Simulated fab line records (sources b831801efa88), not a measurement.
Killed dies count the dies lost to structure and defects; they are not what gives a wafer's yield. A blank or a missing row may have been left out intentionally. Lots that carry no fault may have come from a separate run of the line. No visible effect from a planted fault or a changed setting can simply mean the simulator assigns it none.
Which of the tools did it? / flow gf180mcu / 33 wafers from 11 lots sampled at 3 of the route's 602 steps

## WHAT THE GAUGES READ, wafer by wafer
GF_TOP_METAL_RS_MEAS_05: a four-point-probe measurement.
lot=L691; measured=day 27 01:45; on=filmMetro-01; TOP_METAL_ALCU_RS (ohm/sq)=0.0329 0.0337 0.0330
lot=L693; measured=day 27 19:39; on=filmMetro-02; TOP_METAL_ALCU_RS (ohm/sq)=0.0336 0.0336 0.0333
lot=L694; measured=day 28 00:24; on=filmMetro-01; TOP_METAL_ALCU_RS (ohm/sq)=0.0327 0.0334 0.0331
lot=L695; measured=day 28 07:36; on=filmMetro-01; TOP_METAL_ALCU_RS (ohm/sq)=0.0325 0.0331 0.0333
lot=L697; measured=day 29 00:43; on=filmMetro-01; TOP_METAL_ALCU_RS (ohm/sq)=0.0330 0.0324 0.0326
lot=L699; measured=day 29 18:17; on=filmMetro-01; TOP_METAL_ALCU_RS (ohm/sq)=0.0331 0.0329 0.0330
lot=L703; measured=day 31 02:58; on=filmMetro-01; TOP_METAL_ALCU_RS (ohm/sq)=0.0330 0.0328 0.0329
lot=L704; measured=day 31 09:31; on=filmMetro-01; TOP_METAL_ALCU_RS (ohm/sq)=0.0327 0.0475 0.0473 0.0326 0.0476 0.0474
lot=L707; measured=day 32 01:11; on=filmMetro-02; TOP_METAL_ALCU_RS (ohm/sq)=0.0333 0.0487 0.0475 0.0334 0.0486 0.0475
lot=L713; measured=day 33 14:10; on=filmMetro-04; TOP_METAL_ALCU_RS (ohm/sq)=0.0331 0.0332 0.0331
lot=L714; measured=day 33 17:09; on=filmMetro-01; TOP_METAL_ALCU_RS (ohm/sq)=0.0330 0.0328 0.0324

## EACH LOT AND THE TOOL THAT RAN IT (in order: tool; ch and the chambers of the sampled wafers; start)
lot=L691; GF_M3_STRIP_17=plasmaAsher-03 ch 0,1, day 21 02:17; GF_TOP_METAL_SPUTTER_02=pvdSputter-01, day 27 01:40
lot=L693; GF_M3_STRIP_17=plasmaAsher-02 ch 0,1, day 21 19:20; GF_TOP_METAL_SPUTTER_02=pvdSputter-04, day 27 19:32
lot=L694; GF_M3_STRIP_17=plasmaAsher-03 ch 0,1, day 22 06:33; GF_TOP_METAL_SPUTTER_02=pvdSputter-03, day 28 00:19
lot=L695; GF_M3_STRIP_17=plasmaAsher-02 ch 0,1, day 22 15:12; GF_TOP_METAL_SPUTTER_02=pvdSputter-03, day 28 07:31
lot=L697; GF_M3_STRIP_17=plasmaAsher-03 ch 0,1, day 23 12:02; GF_TOP_METAL_SPUTTER_02=pvdSputter-03, day 29 00:37
lot=L699; GF_M3_STRIP_17=plasmaAsher-04 ch 0,1, day 24 08:31; GF_TOP_METAL_SPUTTER_02=pvdSputter-01, day 29 18:10
lot=L703; GF_M3_STRIP_17=plasmaAsher-03 ch 0,1, day 25 22:25; GF_TOP_METAL_SPUTTER_02=pvdSputter-03, day 31 02:49
lot=L704; GF_M3_STRIP_17=plasmaAsher-03 ch 0,1, day 26 05:39; GF_TOP_METAL_SPUTTER_02=pvdSputter-01, day 31 09:26
lot=L707; GF_M3_STRIP_17=plasmaAsher-03 ch 0,1, day 27 00:22; GF_TOP_METAL_SPUTTER_02=pvdSputter-01, day 32 01:05
lot=L713; GF_M3_STRIP_17=plasmaAsher-04 ch 0,1, day 28 17:43; GF_TOP_METAL_SPUTTER_02=pvdSputter-03, day 33 14:02
lot=L714; GF_M3_STRIP_17=plasmaAsher-04 ch 0,1, day 28 23:19; GF_TOP_METAL_SPUTTER_02=pvdSputter-04, day 33 17:04
- GF_M3_STRIP_17: strips in O2/N2.
- GF_TOP_METAL_SPUTTER_02: material AlCu, target thk 900 nm, time 47.82 s.

## THE ANSWER, worked out from the rows above alone
Rule: what is usual is taken from the lots themselves. The widest of any qualifying gaps counts: lots, ordered by their means at a reading, are off when they make up no more than a third of the lots, leave a main group of 4 or more, and stand apart from it by 3 or more times the standard deviation of that group's means. The tables above print the reading to a certain number of digits; a main group whose means all agree to those digits is not used. Also off: a lot with no number at a reading for which 4 or more lots have one. All remaining lots with rows at the step are treated as sound.
Off: L704, L707, at GF_TOP_METAL_RS_MEAS_05 (TOP_METAL_ALCU_RS). For the main group the mean is 0.0330 ohm/sq and the standard deviation 0.00024.
If a tool, at a process step before that reading, ran all the lots that are off and no sound lot after the first of them, it fits. Gauges at GF_TOP_METAL_RS_MEAS_05: tried the same way as those tools. This does not decide it: 2 tools fit, namely plasmaAsher-03 at GF_M3_STRIP_17 and pvdSputter-01 at GF_TOP_METAL_SPUTTER_02.

## WHAT WAS PUT IN BY THE SIMULATOR
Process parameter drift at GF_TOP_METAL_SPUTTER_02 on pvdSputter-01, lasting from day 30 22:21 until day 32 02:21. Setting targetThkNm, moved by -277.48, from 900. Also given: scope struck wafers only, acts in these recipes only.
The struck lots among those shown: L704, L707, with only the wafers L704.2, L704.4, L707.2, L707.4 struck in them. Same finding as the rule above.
